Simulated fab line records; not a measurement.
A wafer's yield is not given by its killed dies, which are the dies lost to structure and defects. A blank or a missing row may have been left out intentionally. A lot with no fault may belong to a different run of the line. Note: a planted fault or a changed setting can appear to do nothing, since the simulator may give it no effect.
Matching of chambers -- flow sky130 -- rieDiel-03 running SKY_FIELD_ISO_ETCH_15: 4 sister chambers
The step etches the open film in CHF3/O2, stops on Si, target depth 180 nm, time 72 s. 4 wafers are shown with their chamber, then 7 later ones without.

== WAFERS WITH THEIR CHAMBER ==
wafer,chamber,O2_flow_sccm (sccm)
L129.2,0,4.999
L133.4,2,5.007
L133.6,1,4.991
L135.5,3,5.021

== WAFERS WHOSE CHAMBER IS MISSING ==
wafer,O2_flow_sccm (sccm)
L135.6,5.008
L145.1,4.988
L145.2,4.978
L145.3,4.977
L147.1,5.008
L147.4,5.019
L147.6,5.015

== WHICH CHAMBER EACH WENT THROUGH ==
wafer,from the rows above,in truth
L135.6,can't be placed: 2 or 0 or 3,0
L145.1,can't be placed: 1 or 0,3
L145.2,can't be placed: 1 or 0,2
L145.3,can't be placed: 1 or 0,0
L147.1,can't be placed: 2 or 0 or 3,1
L147.4,can't be placed: 3 or 2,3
L147.6,can't be placed: 3 or 2 or 0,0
Placed correctly: 0 of 7. From these rows, 7 cannot be placed; in 4 the true chamber is one of the candidates. Number placed wrongly: 0.
How it was worked out, from the rows above alone: a wafer's distance from a chamber is the root of the sum, over the readings, of the square of ((its reading less the chamber's mean) divided by the reading's scatter). The wafer belongs to the nearest chamber; if the next one is less than 2 further off, it can't be placed. For every chamber, the mean is computed from those of its wafers that are shown. The scatter (one wafer shown for each chamber): square how far every hidden wafer sits from the nearest shown wafer, average those squares and take the square root.
